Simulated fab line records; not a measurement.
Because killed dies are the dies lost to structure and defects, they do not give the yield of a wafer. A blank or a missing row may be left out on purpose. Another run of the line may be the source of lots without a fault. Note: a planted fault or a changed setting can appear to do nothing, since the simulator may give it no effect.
Split-lot experiment + flow gf180mcu + 23 wafers read from 5 lots, route of 602 steps

## THE SPLIT ITSELF
At GF_VT_IMPLANT_IMPLANT_19, the setting dose-cm2 was moved away from the recipe's 4.35e+12 on 4 of the 23 wafers read, by +5.9% to +10.5%. For the rest of the wafers, this setting stayed at what the recipe calls for.

## FROM SPLIT TO READING: 1 step shown by the file between the two
- GF_VT_IMPLANT_STRIP_20: strips in O2/N2

## THE READING
VT_IMPLANT_2_TW, at GF_VT_IMPLANT_TW_MEAS_21. Fault-free wafers of this fab line usually give 1218, standard deviation 9.3.

| wafer  | tool, chamber at the split | dose-cm2 as run | against the recipe | VT_IMPLANT_2_TW | against lot-mates on the recipe |
|--------|----------------------------|-----------------|--------------------|-----------------|---------------------------------|
| L074.2 | implanter-02, 0            | 4.35e+12        | recipe             | 1217            | -                               |
| L074.3 | implanter-02, 0            | 4.605e+12       | +5.9%              | 1233            | +15                             |
| L074.4 | implanter-02, 0            | 4.35e+12        | recipe             | 1219            | -                               |
| L074.5 | implanter-02, 0            | 4.605e+12       | +5.9%              | 1239            | +21                             |
| L074.6 | implanter-02, 0            | 4.35e+12        | recipe             | 1219            | -                               |
| L075.1 | implanter-03, 0            | 4.805e+12       | +10.5%             | 1259            | +41                             |
| L075.2 | implanter-03, 0            | 4.805e+12       | +10.5%             | 1255            | +37                             |
| L075.3 | implanter-03, 0            | 4.35e+12        | recipe             | 1222            | -                               |
| L075.4 | implanter-03, 0            | 4.35e+12        | recipe             | 1220            | -                               |
| L075.5 | implanter-03, 0            | 4.35e+12        | recipe             | 1211            | -                               |
| L076.2 | implanter-02, 0            | 4.35e+12        | recipe             | 1222            | -                               |
| L076.5 | implanter-02, 0            | 4.35e+12        | recipe             | 1220            | -                               |
| L076.6 | implanter-02, 0            | 4.35e+12        | recipe             | 1220            | -                               |
| L080.1 | implanter-02, 0            | 4.35e+12        | recipe             | 1224            | -                               |
| L080.2 | implanter-02, 0            | 4.35e+12        | recipe             | 1224            | -                               |
| L080.3 | implanter-02, 0            | 4.35e+12        | recipe             | 1221            | -                               |
| L080.4 | implanter-02, 0            | 4.35e+12        | recipe             | 1229            | -                               |
| L080.5 | implanter-02, 0            | 4.35e+12        | recipe             | 1228            | -                               |
| L085.1 | implanter-02, 0            | 4.35e+12        | recipe             | 1213            | -                               |
| L085.2 | implanter-02, 0            | 4.35e+12        | recipe             | 1217            | -                               |
| L085.4 | implanter-02, 0            | 4.35e+12        | recipe             | 1224            | -                               |
| L085.5 | implanter-02, 0            | 4.35e+12        | recipe             | 1218            | -                               |
| L085.6 | implanter-02, 0            | 4.35e+12        | recipe             | 1228            | -                               |

THE FIT
A straight line over all 23 wafers: VT_IMPLANT_2_TW changes by +3.27 for each +1% of dose-cm2; r = +0.92; the points scatter about the line by 4.7.
The same after taking each lot's own level away (the mean of its wafers on the recipe; 23 wafers): +3.6 for each +1%; r = +0.95; scatter 3.9.
That fit puts the effect of the largest move of dose-cm2 on the reading at 38.
From 1217.7 to 1225.2: that is the span of the lots' own levels, equal to 0.8 times the standard deviation above.
Consequently the slope shifts little with the lot-to-lot level, the two slopes agreeing.
Check: with one of the wafers moved furthest among these (+10.5%) left out of the fit, the line predicts +35.1 for it against its lot-mates. It came out at +41.3 against them.

## OTHER SPLITS APPLIED TO THESE WAFERS
These wafers also went through other splits before the reading. Each is held against what the fit with the lots' levels taken away leaves over:
| other split on the same wafers | wafers away from the commonest value | r with VT_IMPLANT_2_TW (lot level and that fit taken away) |
|--------------------------------|--------------------------------------|------------------------------------------------------------|
| GF_MVPSD_IMPLANT_09 dose-cm2   | 6                                    | -0.21                                                      |

## THE FILE'S OWN FIT
VT_IMPLANT_2_TW changes by +3.57 for each +1% of dose-cm2, r = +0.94.
